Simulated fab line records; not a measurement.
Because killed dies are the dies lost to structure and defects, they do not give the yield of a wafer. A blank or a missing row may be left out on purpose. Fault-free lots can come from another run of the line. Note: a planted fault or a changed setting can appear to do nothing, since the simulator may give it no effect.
The tool behind it: which one?    flow sfq_line    7 lots (21 wafers sampled), 1 step of a 325-step route

== WHAT EACH GAUGE READ, for each wafer ==
SFQ_M1_RS_MEAS_909: measures by four-point-probe.
lot   measured      on             M1_NB_RS (ohm/sq)
L367  day 13 16:06  film_metro-01  0.884 0.870 0.888
L369  day 14 12:01  film_metro-02  0.892 0.895 0.890
L371  day 15 14:45  film_metro-01  0.882 0.884 0.873
L375  day 17 11:40  film_metro-02  0.866 0.877 0.864
L380  day 18 17:53  film_metro-03  0.889 0.903 0.886
L384  day 19 18:53  film_metro-01  0.893 0.892 0.904
L388  day 21 01:02  film_metro-01  0.896 0.892 0.901

== TOOL THAT RAN EACH LOT (tool first, then ch and the chambers of the sampled wafers, then the start) ==
Record: no process step prior to these readings.

== THE ANSWER, worked out from the rows above alone ==
Rule: usual is defined by the lots themselves. Put in order of their means at a reading, lots are off if they are a third of the lots or fewer, leave a main group of 4 or more, and stand apart from it by a gap of 3 or more times the standard deviation of the main group's means; of several such gaps the widest counts. If all means in a main group match to the digits the tables above print for the reading, that group is not used. A lot without any number at a reading at which 4 lots or more have one is off too. All remaining lots with rows at the step are treated as sound.
No lot is off at any reading shown: from this, nothing can be told.

== WHAT HAD BEEN PUT IN BY THE SIMULATOR ==
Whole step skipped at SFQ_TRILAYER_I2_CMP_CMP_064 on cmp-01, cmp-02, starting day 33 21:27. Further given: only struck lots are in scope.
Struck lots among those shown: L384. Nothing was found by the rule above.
